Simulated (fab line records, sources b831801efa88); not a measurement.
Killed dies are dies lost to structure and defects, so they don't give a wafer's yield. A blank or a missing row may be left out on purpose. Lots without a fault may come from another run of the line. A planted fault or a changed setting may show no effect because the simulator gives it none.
fab line records | flow gf180mcu
record lots=5 wafers=15 last_day=33
route steps=602 shown LVPWELL@59 MVSD@66 MVPSD@78 VT_IMPLANT@90
lots that met no fault: from a run of the same line without faults
start_h: hours from the record's first day to the start of the lot's first wafer shown | wait_h: hours since the lot's step before | " the same as in the row above | L1.1+2: a row that stands for several wafers | - no value, or no start given | * or withheld: withheld | < > ~ a bound
route shown NAME@n: a module of which the file shows steps, and the number in the route of the first | usual: mean/standard deviation of fault-free wafers | same: alike in all rows | chamber/n: place in a boat | sites: the reading at each site | _std_site: their standard deviation | _edge_site: outer sites' mean less inner sites' | radius_mm: how far each site lies from the wafer's centre | mask NAME#n: copy n | behind: the tool/chamber that last shaped the wafer | hold: why the lot was held/for how many hours/how that ended | device: the transistor (n, p or np) that didn't switch | end of line: the same wafers' tests at the end of the route | a step without rows: its recipe alone | killed: dies lost to structure and defects at the first sort, not the wafer's yield | map: a wafer's dies, x killed, . not, _ none there
set.NAME: the setting as run; set.NAME@STEP: as run at that earlier step | model.NAME: the simulator's own value behind a step, which no gauge read
lots at some steps of the route; a table a step, a row a wafer
services: from which hour (start_h, from the record's first day; less than 0 if before it) a tool's chamber was out of use, for how many hours, and why
## steps
# step GF_LVPWELL_PEB_05
# recipe temp_c=115 time_s=withheld
# columns lot.wafer tool chamber start_h wait_h
L074.1+2+3 litho_track-01 0 - -
L075.2+4+5 litho_track-03 0 - -
L080.2+5+6 litho_track-02 0 - -
L083.1+3+6 litho_track-03 0 - -
L091.2+5+6 litho_track-01 0 - -
# step GF_LVPWELL_DEVELOP_06
# recipe wall_angle_deg=90 develop_time_s=60 dev_temp_c=23
# columns lot.wafer tool chamber start_h wait_h
L074.1+2+3 litho_track-01 0 - -
L075.2+4+5 litho_track-03 0 - -
L080.2+5+6 litho_track-02 0 - -
L083.1+3+6 litho_track-03 0 - -
L091.2+5+6 litho_track-01 0 - -
# step GF_LVPWELL_OVL_MEAS_07
# usual LVPWELL_OVL=-0.5/1.5
# columns lot.wafer tool chamber start_h wait_h LVPWELL_OVL[nm]
L074.1 overlay-02 - 68.63 - -0.3
L074.2 " - " " -1.1
L074.3 " - " " -0.8
L075.2 overlay-02 - 73.44 - 0.3
L075.4 " - " " 2.7
L075.5 " - " " -0.1
L080.2 overlay-02 - 102.07 - -0.5
L080.5 " - " " -0.9
L080.6 " - " " -0.6
L083.1 overlay-01 - 118.63 - -0.7
L083.3 " - " " -0.6
L083.6 " - " " -0.4
L091.2 overlay-01 - 164.78 - -1.7
L091.5 " - " " -3.1
L091.6 " - " " -0.3
# step GF_LVPWELL_IMPLANT_08
# recipe species=B energy_kev=170 dose_cm2=1.5e+13 tilt_deg=0
# columns lot.wafer tool chamber start_h wait_h
L074.1+2+3 implanter-02 0 68.67 0.0
L075.2+4+5 implanter-02 0 73.49 0.0
L080.2+5+6 implanter-02 0 102.12 0.0
L083.1+3+6 implanter-02 0 118.67 0.0
L091.2+5+6 implanter-02 0 164.84 0.0
# step GF_LVPWELL_IMPLANT_09
# recipe species=B energy_kev=60 dose_cm2=5e+12 tilt_deg=0
# columns lot.wafer tool chamber start_h wait_h
L074.1+2+3 implanter-02 0 68.82 0.1
L075.2+4+5 implanter-02 0 73.64 0.1
L080.2+5+6 implanter-02 0 102.27 0.1
L083.1+3+6 implanter-02 0 118.82 0.1
L091.2+5+6 implanter-02 0 164.99 0.1
# step GF_LVPWELL_STRIP_10
# recipe chemistry=O2/N2 power_w=1400 pressure_mtorr=1500 platen_temp_c=250 o2_flow_sccm=3000 n2_flow_sccm=300 overash_fraction=0.5
# usual drypump_motor_current_A=6.1/0.45 heater_power_w=343/38 oes_product_au=0.722/0.0045 strip_time_to_endpoint_s=36.94/0.11
# columns lot.wafer tool chamber start_h wait_h drypump_motor_current_A heater_power_w oes_product_au rf_hours_counter_h strip_time_to_endpoint_s
L074.1 plasma_asher-02 1 68.97 0.1 5.9 310 0.725 41 36.90
L074.2 " 0 " " 5.7 402 0.720 41 36.82
L074.3 " 1 " " 5.9 321 0.729 - 37.07
L075.2 plasma_asher-01 1 73.77 0.1 6.1 382 0.713 43 36.99
L075.4 " 1 " " 6.0 377 0.713 - 36.95
L075.5 " 0 " " 5.3 285 0.722 - 37.00
L080.2 plasma_asher-01 0 102.40 0.1 5.3 288 0.723 46 36.96
L080.5 " 0 " " 5.3 278 0.728 - 37.06
L080.6 " 1 " " 6.0 381 0.726 - 37.02
L083.1 plasma_asher-02 0 118.97 0.1 5.7 387 0.729 47 37.13
L083.3 " 1 " " 5.9 315 0.724 - 37.26
L083.6 " 1 " " 5.9 317 0.730 - 37.03
L091.2 plasma_asher-03 1 165.11 0.1 6.6 359 0.725 4 36.78
L091.5 " 0 " " 6.6 319 0.718 - 36.82
L091.6 " 1 " " 6.5 365 0.723 - 36.82
# step GF_LVPWELL_TW_MEAS_11
# usual LVPWELL_TW=558/5.1
# columns lot.wafer tool chamber start_h wait_h LVPWELL_TW
L074.1 film_metro-03 - 69.07 0.1 567
L074.2 " - " " 568
L074.3 " - " " 567
L075.2 film_metro-04 - 73.88 0.1 555
L075.4 " - " " 553
L075.5 " - " " 558
L080.2 film_metro-04 - 102.51 0.1 552
L080.5 " - " " 551
L080.6 " - " " 554
L083.1 film_metro-04 - 119.07 0.1 553
L083.3 " - " " 558
L083.6 " - " " 558
L091.2 film_metro-04 - 165.22 0.1 554
L091.5 " - " " 555
L091.6 " - " " 559
# step GF_MVSD_DEHYDRATE_00
# recipe temp_c=200 time_s=60
# columns lot.wafer tool chamber start_h wait_h
L074.1+2+3 litho_track-04 0 74.61 5.5
L075.2+4+5 litho_track-04 0 80.19 6.3
L080.2+5+6 litho_track-02 0 108.88 6.4
L083.1+3+6 litho_track-01 0 125.88 6.8
L091.2+5+6 litho_track-04 0 172.64 7.4
# step GF_MVSD_HMDS_01
# recipe prime_time_s=60 prime_temp_c=120
# usual prime_temp_c=120.02/0.13
# columns lot.wafer tool chamber start_h wait_h prime_temp_c
L074.1 litho_track-04 0 74.76 0.1 120.20
L074.2 " 0 " " 120.17
L074.3 " 0 " " 120.36
L075.2 litho_track-04 0 80.34 0.1 120.11
L075.4 " 0 " " 119.95
L075.5 " 0 " " 119.95
L080.2 litho_track-02 0 109.03 0.1 120.15
L080.5 " 0 " " 120.12
L080.6 " 0 " " 119.98
L083.1 litho_track-01 0 126.03 0.1 120.04
L083.3 " 0 " " 119.94
L083.6 " 0 " " 120.01
L091.2 litho_track-04 0 172.79 0.1 119.97
L091.5 " 0 " " 119.91
L091.6 " 0 " " 120.14
# step GF_MVSD_COAT_02
# recipe spin_rpm=2000 resist_thk_nm=3000
# columns lot.wafer tool chamber start_h wait_h
L074.1+2+3 litho_track-04 0 74.91 0.1
L075.2+4+5 litho_track-04 0 80.49 0.1
L080.2+5+6 litho_track-02 0 109.18 0.1
L083.1+3+6 litho_track-01 0 126.18 0.1
L091.2+5+6 litho_track-04 0 172.94 0.1
# step GF_MVSD_SOFTBAKE_03
# recipe temp_c=110 time_s=withheld
# columns lot.wafer tool chamber start_h wait_h
L074.1+2+3 litho_track-04 0 75.06 0.1
L075.2+4+5 litho_track-04 0 80.65 0.1
L080.2+5+6 litho_track-02 0 109.34 0.1
L083.1+3+6 litho_track-01 0 126.33 0.1
L091.2+5+6 litho_track-04 0 173.09 0.1
# step GF_MVSD_EXPOSE_04
# recipe mask_id=MVSD target_cd_nm=1000 na=0.6 source_shape=conventional sigma_outer=0.6 dose_mj=260
# usual stage_vel_mm_s=500.03/0.27
# columns lot.wafer tool chamber start_h wait_h mask stage_vel_mm_s
L074.1 iline_stepper-01 0 - - MVSD#0 499.97
L074.2 " 0 " " MVSD#0 500.04
L074.3 " 0 " " MVSD#0 499.71
L075.2 iline_stepper-01 0 - - MVSD#0 499.74
L075.4 " 0 " " MVSD#0 499.90
L075.5 " 0 " " MVSD#0 499.60
L080.2 iline_stepper-02 0 - - MVSD#0 500.35
L080.5 " 0 " " MVSD#0 499.99
L080.6 " 0 " " MVSD#0 500.09
L083.1 iline_stepper-01 0 - - MVSD#0 500.25
L083.3 " 0 " " MVSD#0 499.92
L083.6 " 0 " " MVSD#0 500.36
L091.2 iline_stepper-02 0 - - MVSD#0 500.05
L091.5 " 0 " " MVSD#0 500.01
L091.6 " 0 " " MVSD#0 500.03
# step GF_MVSD_PEB_05
# recipe temp_c=115 time_s=withheld
# columns lot.wafer tool chamber start_h wait_h
L074.1+2+3 litho_track-02 0 - -
L075.2+4+5 litho_track-01 0 - -
L080.2+5+6 litho_track-02 0 - -
L083.1+3+6 litho_track-02 0 - -
L091.2+5+6 litho_track-04 0 - -
# step GF_MVSD_DEVELOP_06
# recipe wall_angle_deg=90 develop_time_s=60 dev_temp_c=23
# columns lot.wafer tool chamber start_h wait_h
L074.1+2+3 litho_track-02 0 - -
L075.2+4+5 litho_track-01 0 - -
L080.2+5+6 litho_track-02 0 - -
L083.1+3+6 litho_track-02 0 - -
L091.2+5+6 litho_track-04 0 - -
# step GF_MVSD_OVL_MEAS_07
# usual MVSD_OVL=-0.8/1.3
# columns lot.wafer tool chamber start_h wait_h MVSD_OVL[nm]
L074.1 overlay-01 - 82.06 - -1.1
L074.2 " - " " -1.2
L074.3 " - " " -1.6
L075.2 overlay-01 - 87.13 - -0.8
L075.4 " - " " 0.8
L075.5 " - " " -1.0
L080.2 overlay-02 - 116.67 - 0.8
L080.5 " - " " 0.5
L080.6 " - " " 1.1
L083.1 overlay-02 - 133.96 - -0.7
L083.3 " - " " -0.6
L083.6 " - " " -0.4
L091.2 overlay-02 - 181.77 - 0.4
L091.5 " - " " 1.2
L091.6 " - " " 0.2
# step GF_MVSD_IMPLANT_08
# recipe species=P energy_kev=400 dose_cm2=1.6e+13 tilt_deg=0
# columns lot.wafer tool chamber start_h wait_h
L074.1+2+3 implanter-04 0 82.10 0.0
L075.2+4+5 implanter-01 0 87.19 0.0
L080.2+5+6 implanter-01 0 116.72 0.0
L083.1+3+6 implanter-01 0 134.00 0.0
L091.2+5+6 implanter-01 0 181.82 0.0
# step GF_MVSD_IMPLANT_09
# recipe species=P energy_kev=100 dose_cm2=5e+12 tilt_deg=0
# columns lot.wafer tool chamber start_h wait_h
L074.1+2+3 implanter-04 0 82.25 0.1
L075.2+4+5 implanter-01 0 87.34 0.1
L080.2+5+6 implanter-01 0 116.87 0.1
L083.1+3+6 implanter-01 0 134.15 0.1
L091.2+5+6 implanter-01 0 181.97 0.1
# step GF_MVSD_STRIP_10
# recipe chemistry=O2/N2 power_w=1400 pressure_mtorr=1500 platen_temp_c=250 o2_flow_sccm=3000 n2_flow_sccm=300 overash_fraction=0.5
# usual drypump_motor_current_A=5.6/0.31 heater_power_w=328/41 oes_product_au=0.722/0.0049 strip_time_to_endpoint_s=36.96/0.09
# columns lot.wafer tool chamber start_h wait_h drypump_motor_current_A heater_power_w oes_product_au rf_hours_counter_h strip_time_to_endpoint_s
L074.1 plasma_asher-04 1 82.40 0.1 5.2 287 0.733 30 36.93
L074.2 " 0 " " 5.6 323 0.729 30 37.12
L074.3 " 1 " " 5.2 284 0.716 - 36.99
L075.2 plasma_asher-01 0 87.46 0.1 5.3 291 0.724 44 37.02
L075.4 " 0 " " 5.3 284 0.719 - 36.89
L075.5 " 0 " " 5.3 282 0.722 - 36.98
L080.2 plasma_asher-02 1 117.00 0.1 5.9 309 0.723 46 36.96
L080.5 " 1 " " 5.9 323 0.723 - 36.89
L080.6 " 0 " " 5.7 387 0.727 - 36.85
L083.1 plasma_asher-04 1 134.30 0.1 5.2 293 0.720 36 36.91
L083.3 " 0 " " 5.7 327 0.724 - 36.95
L083.6 " 0 " " 5.6 314 0.720 - 36.90
L091.2 plasma_asher-04 0 182.10 0.1 5.6 323 0.718 42 37.02
L091.5 " 1 " " 5.2 289 0.727 - 37.05
L091.6 " 0 " " 5.6 327 0.734 - 37.03
# step GF_MVSD_TW_MEAS_11
# usual MVSD_TW=1577/15
# columns lot.wafer tool chamber start_h wait_h MVSD_TW
L074.1 film_metro-04 - 82.50 0.1 1563
L074.2 " - " " 1564
L074.3 " - " " 1560
L075.2 film_metro-02 - 87.57 0.1 1550
L075.4 " - " " 1567
L075.5 " - " " 1556
L080.2 film_metro-04 - 117.11 0.1 1563
L080.5 " - " " 1565
L080.6 " - " " 1568
L083.1 film_metro-02 - 134.40 0.1 1563
L083.3 " - " " 1559
L083.6 " - " " 1574
L091.2 film_metro-02 - 182.21 0.1 1560
L091.5 " - " " 1566
L091.6 " - " " 1562
# step GF_MVPSD_DEHYDRATE_00
# recipe temp_c=200 time_s=60
# columns lot.wafer tool chamber start_h wait_h
L074.1+2+3 litho_track-04 0 88.36 5.9
L075.2+4+5 litho_track-01 0 93.90 6.3
L080.2+5+6 litho_track-04 0 123.34 6.2
L083.1+3+6 litho_track-01 0 141.58 7.2
L091.2+5+6 litho_track-01 0 189.55 7.3
# step GF_MVPSD_HMDS_01
# recipe prime_time_s=60 prime_temp_c=120
# usual prime_temp_c=119.98/0.14
# columns lot.wafer tool chamber start_h wait_h prime_temp_c
L074.1 litho_track-04 0 88.51 0.1 119.89
L074.2 " 0 " " 120.15
L074.3 " 0 " " 119.81
L075.2 litho_track-01 0 94.05 0.1 120.20
L075.4 " 0 " " 120.18
L075.5 " 0 " " 120.17
L080.2 litho_track-04 0 123.49 0.1 119.84
L080.5 " 0 " " 119.74
L080.6 " 0 " " 119.89
L083.1 litho_track-01 0 141.73 0.1 119.98
L083.3 " 0 " " 119.88
L083.6 " 0 " " 119.88
L091.2 litho_track-01 0 189.70 0.1 119.99
L091.5 " 0 " " 120.09
L091.6 " 0 " " 119.84
# step GF_MVPSD_COAT_02
# recipe spin_rpm=2000 resist_thk_nm=3000
# columns lot.wafer tool chamber start_h wait_h
L074.1+2+3 litho_track-04 0 88.66 0.1
L075.2+4+5 litho_track-01 0 94.20 0.1
L080.2+5+6 litho_track-04 0 123.64 0.1
L083.1+3+6 litho_track-01 0 141.88 0.1
L091.2+5+6 litho_track-01 0 189.85 0.1
# step GF_MVPSD_SOFTBAKE_03
# recipe temp_c=110 time_s=withheld
# columns lot.wafer tool chamber start_h wait_h
L074.1+2+3 litho_track-04 0 88.81 0.1
L075.2+4+5 litho_track-01 0 94.36 0.1
L080.2+5+6 litho_track-04 0 123.80 0.1
L083.1+3+6 litho_track-01 0 142.03 0.1
L091.2+5+6 litho_track-01 0 190.01 0.1
# step GF_MVPSD_EXPOSE_04
# recipe mask_id=MVPSD target_cd_nm=1000 na=0.6 source_shape=conventional sigma_outer=0.6 dose_mj=260
# usual stage_vel_mm_s=500.06/0.21
# columns lot.wafer tool chamber start_h wait_h mask stage_vel_mm_s
L074.1 iline_stepper-02 0 - - MVPSD#0 500.11
L074.2 " 0 " " MVPSD#0 499.88
L074.3 " 0 " " MVPSD#0 499.89
L075.2 iline_stepper-01 0 - - MVPSD#0 500.28
L075.4 " 0 " " MVPSD#0 500.03
L075.5 " 0 " " MVPSD#0 500.30
L080.2 iline_stepper-02 0 - - MVPSD#0 500.16
L080.5 " 0 " " MVPSD#0 500.46
L080.6 " 0 " " MVPSD#0 499.68
L083.1 iline_stepper-02 0 - - MVPSD#0 500.03
L083.3 " 0 " " MVPSD#0 500.23
L083.6 " 0 " " MVPSD#0 500.34
L091.2 iline_stepper-01 0 - - MVPSD#0 499.95
L091.5 " 0 " " MVPSD#0 500.21
L091.6 " 0 " " MVPSD#0 499.99
# step GF_MVPSD_PEB_05
# recipe temp_c=115 time_s=withheld
# columns lot.wafer tool chamber start_h wait_h
L074.1+2+3 litho_track-01 0 - -
L075.2+4+5 litho_track-01 0 - -
L080.2+5+6 litho_track-04 0 - -
L083.1+3+6 litho_track-03 0 - -
L091.2+5+6 litho_track-03 0 - -
# step GF_MVPSD_DEVELOP_06
# recipe wall_angle_deg=90 develop_time_s=60 dev_temp_c=23
# columns lot.wafer tool chamber start_h wait_h
L074.1+2+3 litho_track-01 0 - -
L075.2+4+5 litho_track-01 0 - -
L080.2+5+6 litho_track-04 0 - -
L083.1+3+6 litho_track-03 0 - -
L091.2+5+6 litho_track-03 0 - -
# step GF_MVPSD_OVL_MEAS_07
# usual MVPSD_OVL=-1.5/1.6
# columns lot.wafer tool chamber start_h wait_h MVPSD_OVL[nm]
L074.1 overlay-01 - 95.88 - -0.9
L074.2 " - " " -3.3
L074.3 " - " " -2.2
L075.2 overlay-01 - 101.73 - -4.3
L075.4 " - " " -2.9
L075.5 " - " " -3.8
L080.2 overlay-01 - 131.72 - 1.8
L080.5 " - " " 1.2
L080.6 " - " " 0.7
L083.1 overlay-02 - 149.93 - -1.8
L083.3 " - " " 1.2
L083.6 " - " " -0.9
L091.2 overlay-02 - 198.94 - -1.3
L091.5 " - " " -0.6
L091.6 " - " " -0.2
# step GF_MVPSD_IMPLANT_08
# recipe species=B energy_kev=170 dose_cm2=1.5e+13 tilt_deg=0
# columns lot.wafer tool chamber start_h wait_h
L074.1+2+3 implanter-03 0 95.91 0.0
L075.2+4+5 implanter-03 0 101.79 0.0
L080.2+5+6 implanter-03 0 131.77 0.0
L083.1+3+6 implanter-04 0 150.03 0.1
L091.2+5+6 implanter-04 0 198.99 0.0
# step GF_MVPSD_IMPLANT_09
# recipe species=B energy_kev=40 dose_cm2=5e+12 tilt_deg=0
# columns lot.wafer tool chamber start_h wait_h
L074.1+2+3 implanter-03 0 96.06 0.1
L075.2+4+5 implanter-03 0 101.94 0.1
L080.2+5+6 implanter-03 0 131.92 0.1
L083.1+3+6 implanter-04 0 150.18 0.1
L091.2+5+6 implanter-04 0 199.14 0.1
# step GF_MVPSD_STRIP_10
# recipe chemistry=O2/N2 power_w=1400 pressure_mtorr=1500 platen_temp_c=250 o2_flow_sccm=3000 n2_flow_sccm=300 overash_fraction=0.5
# usual drypump_motor_current_A=5.8/0.5 heater_power_w=325/34 oes_product_au=0.722/0.0043 strip_time_to_endpoint_s=36.95/0.13
# columns lot.wafer tool chamber start_h wait_h drypump_motor_current_A heater_power_w oes_product_au rf_hours_counter_h strip_time_to_endpoint_s
L074.1 plasma_asher-04 0 96.21 0.1 5.7 325 0.719 32 37.00
L074.2 " 1 " " 5.2 283 0.726 32 37.09
L074.3 " 1 " " 5.2 281 0.727 - 37.06
L075.2 plasma_asher-04 0 102.06 0.1 5.6 318 0.723 32 36.98
L075.4 " 1 " " 5.2 286 0.713 - 36.99
L075.5 " 0 " " 5.7 318 0.726 - 36.94
L080.2 plasma_asher-04 1 132.05 0.1 5.2 287 0.725 36 36.93
L080.5 " 0 " " 5.6 327 0.718 - 36.81
L080.6 " 1 " " 5.2 290 0.719 - 36.95
L083.1 plasma_asher-03 0 150.33 0.1 6.6 314 0.709 3 36.90
L083.3 " 0 " " 6.6 309 0.724 - 36.90
L083.6 " 1 " " 6.6 366 0.725 - 37.02
L091.2 plasma_asher-03 1 199.27 0.1 6.6 361 0.720 8 36.99
L091.5 " 0 " " 6.6 309 0.723 - 36.80
L091.6 " 1 " " 6.6 372 0.716 - 36.94
# step GF_MVPSD_TW_MEAS_11
# usual MVPSD_TW=551/4.5
# columns lot.wafer tool chamber start_h wait_h MVPSD_TW
L074.1 film_metro-02 - 96.31 0.1 545
L074.2 " - " " 548
L074.3 " - " " 547
L075.2 film_metro-04 - 102.17 0.1 549
L075.4 " - " " 547
L075.5 " - " " 549
L080.2 film_metro-02 - 132.16 0.1 548
L080.5 " - " " 548
L080.6 " - " " 549
L083.1 film_metro-03 - 150.43 0.1 557
L083.3 " - " " 559
L083.6 " - " " 552
L091.2 film_metro-04 - 199.38 0.1 547
L091.5 " - " " 550
L091.6 " - " " 547
# step GF_VT_IMPLANT_DEHYDRATE_00
# recipe temp_c=200 time_s=60
# columns lot.wafer tool chamber start_h wait_h
L074.1+2+3 litho_track-04 0 102.31 6.0
L075.2+4+5 litho_track-02 0 108.28 6.1
L080.2+5+6 litho_track-03 0 139.06 6.9
L083.1+3+6 litho_track-02 0 157.26 6.8
L091.2+5+6 litho_track-02 0 206.83 7.4
# step GF_VT_IMPLANT_HMDS_01
# recipe prime_time_s=60 prime_temp_c=120
# usual prime_temp_c=119.97/0.13
# columns lot.wafer tool chamber start_h wait_h prime_temp_c
L074.1 litho_track-04 0 102.46 0.1 119.94
L074.2 " 0 " " 119.96
L074.3 " 0 " " 119.95
L075.2 litho_track-02 0 108.43 0.1 120.13
L075.4 " 0 " " 120.11
L075.5 " 0 " " 120.00
L080.2 litho_track-03 0 139.21 0.1 119.94
L080.5 " 0 " " 120.13
L080.6 " 0 " " 119.78
L083.1 litho_track-02 0 157.41 0.1 119.94
L083.3 " 0 " " 119.86
L083.6 " 0 " " 120.11
L091.2 litho_track-02 0 206.98 0.1 119.97
L091.5 " 0 " " 119.99
L091.6 " 0 " " 119.76
# step GF_VT_IMPLANT_COAT_02
# recipe resist=NOVOLAK spin_rpm=3000 resist_thk_nm=1000
# columns lot.wafer tool chamber start_h wait_h
L074.1+2+3 litho_track-04 0 102.61 0.1
L075.2+4+5 litho_track-02 0 108.58 0.1
L080.2+5+6 litho_track-03 0 139.36 0.1
L083.1+3+6 litho_track-02 0 157.56 0.1
L091.2+5+6 litho_track-02 0 207.13 0.1
# step GF_VT_IMPLANT_SOFTBAKE_03
# recipe temp_c=90 time_s=60 resist=NOVOLAK
# columns lot.wafer tool chamber start_h wait_h
L074.1+2+3 litho_track-04 0 102.76 0.1
L075.2+4+5 litho_track-02 0 108.73 0.1
L080.2+5+6 litho_track-03 0 139.51 0.1
L083.1+3+6 litho_track-02 0 157.71 0.1
L091.2+5+6 litho_track-02 0 207.28 0.1
# step GF_VT_IMPLANT_EXPOSE_04
# recipe mask_id=LVPWELL_LV_AREA target_cd_nm=600 na=0.6 source_shape=conventional sigma_outer=0.6 dose_mj=140
# usual stage_vel_mm_s=500.02/0.24
# columns lot.wafer tool chamber start_h wait_h mask stage_vel_mm_s
L074.1 iline_stepper-02 0 - - LVPWELL_LV_AREA#0 499.80
L074.2 " 0 " " LVPWELL_LV_AREA#0 500.06
L074.3 " 0 " " LVPWELL_LV_AREA#0 499.97
L075.2 iline_stepper-01 0 - - LVPWELL_LV_AREA#0 500.01
L075.4 " 0 " " LVPWELL_LV_AREA#0 499.68
L075.5 " 0 " " LVPWELL_LV_AREA#0 500.26
L080.2 iline_stepper-01 0 - - LVPWELL_LV_AREA#0 499.53
L080.5 " 0 " " LVPWELL_LV_AREA#0 500.03
L080.6 " 0 " " LVPWELL_LV_AREA#0 500.02
L083.1 iline_stepper-01 0 - - LVPWELL_LV_AREA#0 500.25
L083.3 " 0 " " LVPWELL_LV_AREA#0 500.30
L083.6 " 0 " " LVPWELL_LV_AREA#0 500.45
L091.2 iline_stepper-01 0 - - LVPWELL_LV_AREA#0 499.83
L091.5 " 0 " " LVPWELL_LV_AREA#0 499.70
L091.6 " 0 " " LVPWELL_LV_AREA#0 500.04
# step GF_VT_IMPLANT_PEB_05
# recipe temp_c=withheld time_s=* resist=NOVOLAK
# columns lot.wafer tool chamber start_h wait_h
L074.1+2+3 litho_track-03 0 - -
L075.2+4+5 litho_track-03 0 - -
L080.2+5+6 litho_track-02 0 - -
L083.1+3+6 litho_track-04 0 - -
L091.2+5+6 litho_track-03 0 - -
# step GF_VT_IMPLANT_DEVELOP_06
# recipe develop_time_s=60 dev_temp_c=23
# columns lot.wafer tool chamber start_h wait_h
L074.1+2+3 litho_track-03 0 110.03 0.1
L075.2+4+5 litho_track-03 0 115.96 0.1
L080.2+5+6 litho_track-02 0 147.18 0.1
L083.1+3+6 litho_track-04 0 165.56 0.1
L091.2+5+6 litho_track-03 0 215.85 0.1
# step GF_VT_IMPLANT_OVL_MEAS_07
# usual VT_IMPLANT_OVL=-1.1/1.4
# columns lot.wafer tool chamber start_h wait_h VT_IMPLANT_OVL[nm]
L074.1 overlay-02 - 110.18 0.1 2.1
L074.2 " - " " 1.7
L074.3 " - " " 0.7
L075.2 overlay-02 - 116.09 0.1 1.7
L075.4 " - " " 1.0
L075.5 " - " " 0.9
L080.2 overlay-02 - 147.31 0.1 -0.4
L080.5 " - " " -0.3
L080.6 " - " " 1.0
L083.1 overlay-01 - 165.71 0.1 -2.2
L083.3 " - " " -3.4
L083.6 " - " " -2.7
L091.2 overlay-02 - 215.99 0.1 -2.2
L091.5 " - " " -2.9
L091.6 " - " " -1.3
# step GF_VT_IMPLANT_IMPLANT_08
# recipe species=BF2 energy_kev=20 dose_cm2=8.29e+12 tilt_deg=7
# columns lot.wafer tool chamber start_h wait_h
L074.1+2+3 implanter-03 0 110.22 0.0
L075.2+4+5 implanter-03 0 116.14 0.0
L080.2+5+6 implanter-04 0 147.37 0.0
L083.1+3+6 implanter-03 0 165.75 0.0
L091.2+5+6 implanter-02 0 216.04 0.0
# step GF_VT_IMPLANT_STRIP_09
# recipe chemistry=O2/N2 power_w=1400 pressure_mtorr=1500 platen_temp_c=250 o2_flow_sccm=3000 n2_flow_sccm=300 overash_fraction=0.5
# usual drypump_motor_current_A=5.7/0.46 heater_power_w=321/38 oes_product_au=0.716/0.0047 strip_time_to_endpoint_s=12.61/0.037
# columns lot.wafer tool chamber start_h wait_h drypump_motor_current_A heater_power_w oes_product_au rf_hours_counter_h strip_time_to_endpoint_s
L074.1 plasma_asher-04 1 110.37 0.1 5.2 283 0.718 33 12.62
L074.2 " 0 " " 5.6 322 0.711 33 12.62
L074.3 " 1 " " 5.2 281 0.719 - 12.62
L075.2 plasma_asher-04 1 116.27 0.1 5.2 293 0.715 34 12.68
L075.4 " 0 " " 5.7 319 0.707 - 12.70
L075.5 " 1 " " 5.2 287 0.707 - 12.67
L080.2 plasma_asher-04 0 147.49 0.1 5.6 331 0.717 37 12.58
L080.5 " 1 " " 5.2 297 0.725 - 12.61
L080.6 " 0 " " 5.6 328 0.712 - 12.60
L083.1 plasma_asher-04 0 165.90 0.1 5.7 324 0.711 40 12.67
L083.3 " 0 " " 5.6 325 0.721 - 12.65
L083.6 " 0 " " 5.6 322 0.718 - 12.63
L091.2 plasma_asher-04 1 216.17 0.1 5.2 286 0.720 45 12.52
L091.5 " 1 " " 5.2 293 0.718 - 12.57
L091.6 " 0 " " 5.6 327 0.723 - 12.61
# step GF_VT_IMPLANT_TW_MEAS_10
# usual VT_IMPLANT_TW=567/4.8
# columns lot.wafer tool chamber start_h wait_h VT_IMPLANT_TW
L074.1 film_metro-01 - 110.47 0.1 570
L074.2 " - " " 568
L074.3 " - " " 572
L075.2 film_metro-02 - 116.38 0.1 555
L075.4 " - " " 558
L075.5 " - " " 553
L080.2 film_metro-03 - 147.60 0.1 565
L080.5 " - " " 568
L080.6 " - " " 567
L083.1 film_metro-01 - 166.00 0.1 570
L083.3 " - " " 570
L083.6 " - " " 569
L091.2 film_metro-03 - 216.28 0.1 569
L091.5 " - " " 570
L091.6 " - " " 568
# step GF_VT_IMPLANT_DEHYDRATE_11
# recipe temp_c=200 time_s=60
# columns lot.wafer tool chamber start_h wait_h
L074.1+2+3 litho_track-04 0 117.06 6.6
L075.2+4+5 litho_track-03 0 122.96 6.6
L080.2+5+6 litho_track-02 0 154.83 7.2
L083.1+3+6 litho_track-02 0 173.91 7.9
L091.2+5+6 litho_track-02 0 224.68 8.4
# step GF_VT_IMPLANT_HMDS_12
# recipe prime_time_s=60 prime_temp_c=120
# usual prime_temp_c=120.01/0.11
# columns lot.wafer tool chamber start_h wait_h prime_temp_c
L074.1 litho_track-04 0 117.21 0.1 120.05
L074.2 " 0 " " 120.00
L074.3 " 0 " " 119.96
L075.2 litho_track-03 0 123.11 0.1 119.99
L075.4 " 0 " " 119.96
L075.5 " 0 " " 119.96
L080.2 litho_track-02 0 154.98 0.1 119.79
L080.5 " 0 " " 119.91
L080.6 " 0 " " 119.84
L083.1 litho_track-02 0 174.06 0.1 120.20
L083.3 " 0 " " 120.36
L083.6 " 0 " " 120.16
L091.2 litho_track-02 0 224.83 0.1 120.00
L091.5 " 0 " " 119.91
L091.6 " 0 " " 119.87
# step GF_VT_IMPLANT_COAT_13
# recipe resist=NOVOLAK spin_rpm=3000 resist_thk_nm=1000
# columns lot.wafer tool chamber start_h wait_h
L074.1+2+3 litho_track-04 0 117.36 0.1
L075.2+4+5 litho_track-03 0 123.26 0.1
L080.2+5+6 litho_track-02 0 155.13 0.1
L083.1+3+6 litho_track-02 0 174.21 0.1
L091.2+5+6 litho_track-02 0 224.98 0.1
# step GF_VT_IMPLANT_SOFTBAKE_14
# recipe temp_c=90 time_s=60 resist=NOVOLAK
# columns lot.wafer tool chamber start_h wait_h
L074.1+2+3 litho_track-04 0 117.51 0.1
L075.2+4+5 litho_track-03 0 123.41 0.1
L080.2+5+6 litho_track-02 0 155.28 0.1
L083.1+3+6 litho_track-02 0 174.36 0.1
L091.2+5+6 litho_track-02 0 225.13 0.1
## services
# columns tool chamber start_h hours kind
implanter-01 - 52.70 5.5 repair
implanter-02 - 56.49 4.3 pm
plasma_asher-04 - 57.46 5.6 repair
implanter-01 - 59.04 12.8 pm
implanter-02 - 64.93 0.5 repair
plasma_asher-03 - 90.30 7.5 repair
implanter-03 - 96.68 2.9 repair
plasma_asher-03 - 108.75 9.0 pm
plasma_asher-03 0 108.75 9.0 vent_cycle
implanter-03 - 112.58 3.3 pm
iline_stepper-01 - 115.78 4.4 pm
implanter-04 - 130.26 5.7 pm
implanter-03 - 133.65 17.9 pm
plasma_asher-03 - 137.58 1.4 repair
implanter-02 - 147.17 3.2 repair
implanter-04 - 154.58 4.7 repair
implanter-02 - 158.00 3.0 repair
plasma_asher-03 - 160.63 4.0 repair
plasma_asher-02 - 162.36 4.1 repair
plasma_asher-02 - 181.19 2.8 pm
iline_stepper-02 - 190.87 1.5 repair
plasma_asher-03 - 200.33 2.7 repair
implanter-02 - 205.35 1.3 repair
implanter-04 - 210.89 4.4 repair
## key
fault none
